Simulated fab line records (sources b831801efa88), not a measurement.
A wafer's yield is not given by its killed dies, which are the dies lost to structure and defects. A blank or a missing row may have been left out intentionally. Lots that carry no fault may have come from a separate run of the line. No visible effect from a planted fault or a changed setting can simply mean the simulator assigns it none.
Chamber matching / flow gf180mcu / GF_V5_CMP_26 on cmp-01: 4 sister chambers
The step polishes, stops on SiO2, t overpolish 15 s, target thk 0 nm. 4 wafers are shown with their chamber, then 7 later ones without.

EACH WAFER AND ITS CHAMBER
wafer=L127.2; chamber=3; motorCurrentA (A)=12.7
wafer=L129.3; chamber=2; motorCurrentA (A)=11.8
wafer=L140.1; chamber=0; motorCurrentA (A)=11.9
wafer=L140.2; chamber=1; motorCurrentA (A)=11.6

WAFERS WITHOUT THEIR CHAMBER
wafer=L140.3; motorCurrentA (A)=12.5
wafer=L145.2; motorCurrentA (A)=11.7
wafer=L145.3; motorCurrentA (A)=11.4
wafer=L145.5; motorCurrentA (A)=11.6
wafer=L147.1; motorCurrentA (A)=13.1
wafer=L147.2; motorCurrentA (A)=10.5
wafer=L147.3; motorCurrentA (A)=11.9

THE CHAMBER EACH PASSED THROUGH
wafer=L140.3; from the rows above=can't be placed: 3 or 0 or 2 or 1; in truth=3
wafer=L145.2; from the rows above=can't be placed: 1 or 2 or 0 or 3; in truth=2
wafer=L145.3; from the rows above=can't be placed: 1 or 2 or 0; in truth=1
wafer=L145.5; from the rows above=can't be placed: 1 or 2 or 0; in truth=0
wafer=L147.1; from the rows above=can't be placed: 3 or 0 or 2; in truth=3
wafer=L147.2; from the rows above=can't be placed: 1 or 2 or 0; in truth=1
wafer=L147.3; from the rows above=can't be placed: 0 or 2 or 1 or 3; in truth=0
Placed correctly: 0 of 7. Cannot be placed on the basis of these rows: 7; the candidates contain the true chamber in 7. Number placed wrongly: 0.
How it was worked out, from the rows above alone: a wafer's distance from a chamber is the root of the sum, over the readings, of the square of ((its reading less the chamber's mean) divided by the reading's scatter). The wafer belongs to the nearest chamber; if the next one is less than 2 further off, it can't be placed. The mean given for a chamber averages the wafers shown for that chamber. The scatter (one wafer shown for each chamber): square how far every hidden wafer sits from the nearest shown wafer, average those squares and take the square root.
